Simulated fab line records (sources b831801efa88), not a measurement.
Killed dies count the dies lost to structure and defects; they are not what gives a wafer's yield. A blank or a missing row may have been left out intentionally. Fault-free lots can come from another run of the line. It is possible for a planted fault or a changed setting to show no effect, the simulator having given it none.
Comparing a struck lot with a sound one | flow sfq-line | 41 out of 325 route steps
Sound: these wafers, L164.1, L164.2, L164.4. Struck: wafers L174.3, L174.4 (left out: L174.2, a lot-mate that was not struck); the cause follows at the end.
For every step that has rows: the tool of each side, followed by ch and its chambers, followed by its first start. Under that, the readings that differ: sound wafers | struck wafers | difference of the means | sigmas: that difference in standard deviations of wafers without a fault.
alike: words and numbers the same on both sides, and readings whose means are apart by under 2 such deviations; not compared: readings that were withheld, readings missing a value for some wafer, numbers with overlapping values and no deviation given by the record, and bounds like >300 which may hide the same value.
The two part at a step that has a row with sigmas, a row that says differs or no value, or rows on one side only. When numbers do not overlap yet have no deviation, they are printed without sigmas and do not part them. A reading that every wafer of one side lacks parts them only if that side has two wafers or more.

first, 6 steps without rows for these wafers: SFQ_TRILAYER_I3_VIA_LITHO_COAT_090 (resist thk 62 nm); SFQ_TRILAYER_I3_VIA_LITHO_COAT_085 (resist thk 650 nm); SFQ_TRILAYER_I3_VIA_LITHO_SOFTBAKE_089; SFQ_TRILAYER_I3_VIA_LITHO_EXPOSE_086 (exposes mask I3, target cd 500 nm); SFQ_TRILAYER_I3_VIA_LITHO_PEB_088 (peb time 60 s); SFQ_TRILAYER_I3_VIA_LITHO_DEVELOP_087 (time 60 s).
SFQ_I3_OVL_MEAS_923:
  sound on overlay-01, day 49 12:17; struck on overlay-02, day 52 14:56
  alike: I3_OVL
then, 1 step without rows for these wafers: SFQ_TRILAYER_I3_VIA_BARC_OPEN_VIA_ETCH_121 (etches BARC in O2, target depth 125 nm, time 41.7 s).
SFQ_TRILAYER_I3_VIA_ETCH_VIA_ETCH_088: etches SiO2 in CHF3, stops on Nb, target depth 260 nm.
  sound on rie-diel-02 ch 0,1,2, day 49 12:21; struck on rie-diel-03 ch 1,3, day 52 15:01
  alike: drypump-motor-current-A, oes-product-au
then, 3 steps without rows for these wafers: SFQ_TRILAYER_I3_VIA_STRIP_STRIP_089 (strips in O2); SFQ_TRILAYER_I3_VIA_STRIP_SOLV_CLEAN_090 (cleans in NMP, time 600 s); SFQ_TRILAYER_M4_DEP_PRE_CLEAN_092 (time 22.5 s).
SFQ_TRILAYER_M4_DEP_SPUTTER_091: material Nb, target thk 200 nm, time 133.3 s.
  sound on pvd-sputter-06, day 49 13:17; struck on pvd-sputter-04, day 52 15:55
  reading                                             | sound             | struck      | difference | sigmas
  model.Nb_of_TRILAYER_M4_DEP_SPUTTER_091.thk-nm (nm) | 197.6 199.5 198.1 | 156.8 156.6 | -41.7      |
  alike: throttle-valve-pct
SFQ_M4_RS_MEAS_924: a four-point-probe measurement.
  sound on film-metro-03, day 49 13:23; struck on film-metro-04, day 52 16:19
  reading           | sound             | struck      | difference | sigmas
  M4_NB_RS (ohm/sq) | 0.900 0.891 0.896 | 1.140 1.141 | +0.245     | +28
  not compared: hold
then, 5 steps without rows for these wafers: SFQ_TRILAYER_M4_LITHO_COAT_093 (resist thk 600 nm); SFQ_TRILAYER_M4_LITHO_SOFTBAKE_097; SFQ_TRILAYER_M4_LITHO_EXPOSE_094 (exposes mask M4, target cd 500 nm); SFQ_TRILAYER_M4_LITHO_PEB_096 (peb time 60 s); SFQ_TRILAYER_M4_LITHO_DEVELOP_095 (time 60 s).
-- the record jumps here: 6 days lie between the struck wafers' starts before and after --
SFQ_M4_OVL_MEAS_926:
  sound on overlay-01, day 49 17:05; struck on overlay-02, day 58 07:45
  alike: M4_OVL
SFQ_TRILAYER_M4_BARC_OPEN_METAL_ETCH_123: etches BARC in O2, target depth 125 nm, time 41.7 s.
  sound on rie-metal-03 ch 0,1, day 49 17:07; struck on rie-metal-03 ch 0,1, day 58 07:47
  alike: drypump-motor-current-A, he-backside-leak-sccm, oes-product-au
  not compared: rf-hours-counter-h
SFQ_TRILAYER_M4_ETCH_METAL_ETCH_096: etches Nb in Cl2/Ar, stops on SiO2, target depth 240 nm, time 120 s.
  sound on rie-metal-03 ch 0,1, day 49 17:10; struck on rie-metal-03 ch 0,1, day 58 07:50
  reading               | sound             | struck      | difference | sigmas
  oes-product-au (a.u.) | 0.884 0.893 0.889 | 0.785 0.785 | -0.104     | -16
  alike: drypump-motor-current-A, he-backside-leak-sccm
  not compared: rf-hours-counter-h
then, 2 steps without rows for these wafers: SFQ_TRILAYER_M4_STRIP_STRIP_097 (strips in O2); SFQ_TRILAYER_M4_STRIP_SOLV_CLEAN_098 (cleans in NMP, time 600 s).
SFQ_TRILAYER_I4_DEP_PECVD_099: deposits SiO2 from SiH4/N2O, time 111.11 s, target thk 500 nm.
  sound on pecvd-04 ch 0,2, day 49 18:04; struck on pecvd-02 ch 1,2, day 58 08:44
  alike: heater-power-w, throttle-valve-pct
SFQ_TRILAYER_I4_CMP_CMP_100: polishes SiO2.
  sound on cmp-02 ch 0,1,2, day 49 19:46; struck on cmp-01 ch 1,3, day 58 12:41
  alike: motor-current-A, time-to-endpoint-s
SFQ_I4_BOW_MEAS_927:
  sound on film-metro-02, day 49 22:46; struck on film-metro-04, day 58 15:42
  alike: I4_BOW
then, 7 steps without rows for these wafers: SFQ_TRILAYER_I4_METRO_MEASURE_101; SFQ_TRILAYER_I4_VIA_LITHO_COAT_108 (resist thk 62 nm); SFQ_TRILAYER_I4_VIA_LITHO_COAT_103 (resist thk 650 nm); SFQ_TRILAYER_I4_VIA_LITHO_SOFTBAKE_107; SFQ_TRILAYER_I4_VIA_LITHO_EXPOSE_104 (exposes mask I4, target cd 700 nm); SFQ_TRILAYER_I4_VIA_LITHO_PEB_106 (peb time 60 s); SFQ_TRILAYER_I4_VIA_LITHO_DEVELOP_105 (time 60 s).
-- the record jumps here: 6 days lie between the struck wafers' starts before and after --
SFQ_I4_OVL_MEAS_928:
  sound on overlay-01, day 54 15:17; struck on overlay-02, day 64 05:23
  alike: I4_OVL
SFQ_TRILAYER_I4_VIA_BARC_OPEN_VIA_ETCH_146: etches BARC in O2, target depth 125 nm, time 41.7 s.
  sound on rie-diel-01 ch 0,1,3, day 54 15:19; struck on rie-diel-04 ch 0,3, day 64 05:25
  alike: drypump-motor-current-A, oes-product-au
  not compared: rf-hours-counter-h
then, 4 steps without rows for these wafers: SFQ_TRILAYER_I4_VIA_ETCH_VIA_ETCH_106 (etches SiO2 in CHF3, stops on Nb, target depth 260 nm); SFQ_TRILAYER_I4_VIA_STRIP_STRIP_107 (strips in O2); SFQ_TRILAYER_I4_VIA_STRIP_SOLV_CLEAN_108 (cleans in NMP, time 600 s); SFQ_TRILAYER_JJ_TRILAYER_DEP_PRE_CLEAN_113 (time 22.5 s).
-- the record jumps here: 26 days lie between the struck wafers' starts before and after --
SFQ_M8_BOW_MEAS_951:
  sound on film-metro-02, day 85 00:06; struck on film-metro-04, day 90 10:37
  reading                 | sound                | struck      | difference | sigmas
  model.etest.m4.ohm-um   | 1.798 1.78 1.791     | 2.278 2.277 | +0.488     |
  model.etest.i3.link-ohm | 1.981 1.969 1.978    | 2.257 2.257 | +0.281     |
  model.etest.i4.link-ohm | 2.175 2.164 2.168    | 2.434 2.443 | +0.270     |
  model.etest.m4.ohm-sq   | 0.9012 0.8926 0.8989 | 1.136 1.137 | +0.239     |
  alike: M8_BOW

WHERE THEY PART
Earliest at SFQ_M4_RS_MEAS_924; latest, in this record, at SFQ_TRILAYER_M4_ETCH_METAL_ETCH_096. Later steps at which nothing parts them and some readings are alike: SFQ_TRILAYER_I4_DEP_PECVD_099, SFQ_TRILAYER_I4_CMP_CMP_100, SFQ_I4_BOW_MEAS_927, SFQ_I4_OVL_MEAS_928, SFQ_TRILAYER_I4_VIA_BARC_OPEN_VIA_ETCH_146, SFQ_M8_BOW_MEAS_951.

WHY: the cause the simulator had injected
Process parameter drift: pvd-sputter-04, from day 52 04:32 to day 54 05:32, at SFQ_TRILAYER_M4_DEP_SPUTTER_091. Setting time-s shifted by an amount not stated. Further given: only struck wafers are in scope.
